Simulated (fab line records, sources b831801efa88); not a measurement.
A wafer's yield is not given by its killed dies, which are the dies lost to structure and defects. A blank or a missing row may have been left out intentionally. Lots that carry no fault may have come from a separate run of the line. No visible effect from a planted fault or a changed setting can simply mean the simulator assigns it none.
Struck lot and sound lot, side by side -- flow sfqLine -- 15 steps out of a route of 325
Sound: these wafers, L132.3, L132.4, L132.5. Struck: wafer L150.3. (L150.5, L150.6 of the same lot were not struck and are left out.) The cause comes at the end.
Each step with rows lists, per side, the tool, then ch with its chambers, then its first start. Under that, the readings that differ: sound wafers -- struck wafers -- difference of the means -- sigmas: that difference in standard deviations of wafers without a fault.
alike: a reading whose means differ by less than 2 such deviations, as well as words and numbers matching on both sides. not compared: withheld readings; readings where some wafer has no value; bounds like >300 that might hide an equal value; numbers whose values overlap and for which the record gives no deviation.
The two part at a step that has a row with sigmas, a row that says differs or no value, or rows on one side only. Numbers that have no deviation but don't overlap get no sigmas and don't part them. A reading missing from all wafers of one side parts the sides only when that side holds two or more wafers.

SFQ_TRILAYER_JJ_CE_BARC_OPEN_RIE_150: chemistry O2, target BARC, target depth 240 nm, time 80 s.
  sound on rieMetal-04 ch 1, day 43 04:13; struck on rieMetal-01 ch 1, day 49 15:38
  alike: drypumpMotorCurrentA, oesProductAu
  not compared: rfHoursCounterH
SFQ_TRILAYER_JJ_CE_ETCH_RIE_118: chemistry SF6, target Nb, stops on Al2O3, time 97.7 s, target depth 170 nm.
  sound on rieMetal-04 ch 1, day 43 04:25; struck on rieMetal-01 ch 1, day 49 15:44
  alike: drypumpMotorCurrentA, oesProductAu
  not compared: rfHoursCounterH
following that, these wafers have no rows for 1 step: SFQ_TRILAYER_JJ_ANODIZE_ANODIZE_119.
SFQ_TRILAYER_JJ_CE_STRIP_STRIP_120: strips in O2.
  sound on rieMetal-01 ch 1, day 43 05:27; struck on rieMetal-03 ch 0, day 49 16:30
  alike: drypumpMotorCurrentA, oesProductAu
  not compared: rfHoursCounterH
then, 7 steps without rows for these wafers: SFQ_TRILAYER_JJ_CE_STRIP_SOLV_CLEAN_121 (cleans in NMP, time 600 s); SFQ_TRILAYER_M5_LITHO_COAT_128 (resist thk 62 nm); SFQ_TRILAYER_M5_LITHO_COAT_123 (resist thk 600 nm); SFQ_TRILAYER_M5_LITHO_SOFTBAKE_127; SFQ_TRILAYER_M5_LITHO_EXPOSE_124 (exposes mask M5, target cd 700 nm); SFQ_TRILAYER_M5_LITHO_PEB_126 (peb time 60 s); SFQ_TRILAYER_M5_LITHO_DEVELOP_125 (time 60 s).
-- the record jumps here: 2 days lie between the struck wafers' starts before and after --
SFQ_M5_OVL_MEAS_932:
  sound on overlay-01, day 45 01:28; struck on overlay-02, day 51 20:34
  alike: M5_OVL
SFQ_TRILAYER_M5_BARC_OPEN_METAL_ETCH_161: etches BARC in O2, target depth 125 nm, time 41.7 s.
  sound on rieMetal-01 ch 0,1, day 45 01:31; struck on rieMetal-02 ch 0, day 51 20:37
reading,sound,struck,difference,sigmas
drypumpMotorCurrentA (A),6.4 6.2 6.2,5.5,-0.8,-2
model.KrF_of_TRILAYER_M5_LITHO_COAT_123.thkNm (nm),520.8 523.7 523.3,537.9,+15.3,
  alike: oesProductAu
  not compared: rfHoursCounterH
SFQ_TRILAYER_M5_ETCH_METAL_ETCH_126: etches Nb in Cl2/BCl3, stops on SiO2, time 203.2 s, target depth 265 nm.
  sound on rieMetal-01 ch 0,1, day 45 01:37; struck on rieMetal-02 ch 0, day 51 20:43
reading,sound,struck,difference,sigmas
model.KrF_of_TRILAYER_M5_LITHO_COAT_123.thkNm (nm),367.9 373.1 372.1,384.7,+13.7,
  alike: drypumpMotorCurrentA, oesProductAu
  not compared: rfHoursCounterH
SFQ_TRILAYER_M5_STRIP_STRIP_127: strips in O2.
  sound on rieMetal-01 ch 0,1, day 45 01:56; struck on rieMetal-02 ch 0, day 51 21:02
  alike: drypumpMotorCurrentA, oesProductAu
  not compared: rfHoursCounterH

== WHERE THEY PART ==
Within this record, at SFQ_TRILAYER_M5_BARC_OPEN_METAL_ETCH_161 only. Later steps at which nothing parts them and some readings are alike: SFQ_TRILAYER_M5_ETCH_METAL_ETCH_126, SFQ_TRILAYER_M5_STRIP_STRIP_127.

WHY: what the simulator had put in
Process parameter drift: rieMetal-02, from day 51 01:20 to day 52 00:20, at SFQ_TRILAYER_M5_BARC_OPEN_METAL_ETCH_161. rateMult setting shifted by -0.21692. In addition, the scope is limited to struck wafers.
